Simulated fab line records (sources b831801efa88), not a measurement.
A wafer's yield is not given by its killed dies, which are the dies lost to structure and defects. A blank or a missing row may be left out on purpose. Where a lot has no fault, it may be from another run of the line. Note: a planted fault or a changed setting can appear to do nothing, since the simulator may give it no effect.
A struck lot beside a sound one	flow gf180mcu	17 steps out of a route of 602
Sound: wafers L627.1, L627.4, L627.6. Struck: wafer L639.5 (L639.2, L639.3, from the same lot, were not struck and are left out); the cause is given at the end.
At each step with rows: each side's tool, then ch and its chambers, then its first start. Under that, the readings that differ: sound wafers	struck wafers	difference of the means	sigmas: that difference in standard deviations of wafers without a fault.
alike: words and numbers the same on both sides, and readings whose means are apart by under 2 such deviations; not compared: readings that were withheld, readings missing a value for some wafer, numbers with overlapping values and no deviation given by the record, and bounds like >300 which may hide the same value.
Wherever a step has rows on one side only, a row that says differs or no value, or a row with sigmas, the two part there. Numbers that don't overlap but have no deviation are shown without sigmas and don't part them. A reading that every wafer of one side lacks parts them only if that side has two wafers or more.

first, 1 step without rows for these wafers: GF_STI_DEVELOP_11 (develop time 60 s).
GF_STI_CD_MEAS_12 targets a cd of 220 nm.
  struck on cdSem-01, day 5 00:48; sound on cdSem-02, day 2 12:05
  alike: cdNm
GF_STI_ETCH_13: etches the open film in CHF3/O2, stops on Si, target depth 282.31 nm, time 112.9 s.
  sound on rieDiel-03 ch 1,3, day 2 12:12; struck on rieDiel-02 ch 1, day 5 00:54
reading	sound	struck	difference	sigmas
throttleValvePct (%)	8.816 8.824 8.821	8.796	-0.024	-3
  alike: drypumpMotorCurrentA, oesProductAu
  not compared: rfHoursCounterH
GF_STI_ETCH_14: etches Si in HBr/Cl2/O2, target depth 360 nm, time 102.9 s.
  sound on rieSi-02 ch 0,1, day 2 12:17; struck on rieSi-01 ch 2, day 5 00:59
  alike: drypumpMotorCurrentA, oesProductAu, throttleValvePct
  not compared: rfHoursCounterH
GF_STI_STRIP_15: strips in O2/N2.
  sound on plasmaAsher-04 ch 0, day 2 12:21; struck on plasmaAsher-01 ch 1, day 5 01:03
reading	sound	struck	difference	sigmas
heaterPowerW (W)	326 329 325	377	+50	+3
  alike: drypumpMotorCurrentA, oesProductAu, stripTimeToEndpointS
  not compared: rfHoursCounterH
then, 6 steps without rows for these wafers: GF_STI_CLEAN_16 (cleans in dHF, time 25 s); GF_STI_WET_ETCH_17 (etches Si3N4 in H3PO4, target depth 45 nm, time 514 s); GF_STI_CLEAN_18 (cleans in SC1/SC2, time 150 s); GF_STI_CLEAN_19 (cleans in dHF, time 20 s); GF_STI_WET_ETCH_20 (etches SiO2 in dHF, target depth 20 nm, time 400 s); GF_STI_OXIDATION_21 (stabilise 600 s, purge 300 s, target thk 15 nm).
GF_STI_THK_MEAS_22:
  struck on filmMetro-01, day 5 04:03; sound on filmMetro-01, day 2 14:56
  alike: STI_OXIDATION_01_THK
GF_STI_CVD_23: deposits SiO2, target thk 650 nm, time 108.3 s.
  sound on hdpcvd-02 ch 1,2, day 2 15:00; struck on hdpcvd-02 ch 2, day 5 04:06
reading	sound	struck	difference	sigmas
model.SiO2_of_STI_CVD_23.thkNm (nm)	645.5 645.6 664.4	539.8	-112.0	
GF_STI_THK_MEAS_24:
  struck on filmMetro-03, day 5 04:11; sound on filmMetro-01, day 2 15:04
reading	sound	struck	difference	sigmas
STI_CVD_23_THK (nm)	645 645 665	540	-112	-17
GF_STI_CMP_25: polishes, stops on Si3N4, t overpolish 33 s, target thk 524.6 nm.
  sound on cmp-01 ch 1,2,3, day 2 15:14; struck on cmp-02 ch 0, day 5 04:17
reading	sound	struck	difference	sigmas
timeToEndpointS (s)	128 123 129	100	-27	-8
  alike: motorCurrentA
then, 1 step without rows for these wafers: GF_STI_WET_ETCH_26 (etches SiO2 in dHF, target depth 94 nm, time 188 s).
GF_PASSIVATION_PROBE_99:
  the record has rows for the sound wafers here (prober-01, day 29 11:17) and none for the struck ones

## WHERE THEY PART
First at GF_STI_ETCH_13; last, within this record, at GF_PASSIVATION_PROBE_99.

WHY: what had been put in by the simulator
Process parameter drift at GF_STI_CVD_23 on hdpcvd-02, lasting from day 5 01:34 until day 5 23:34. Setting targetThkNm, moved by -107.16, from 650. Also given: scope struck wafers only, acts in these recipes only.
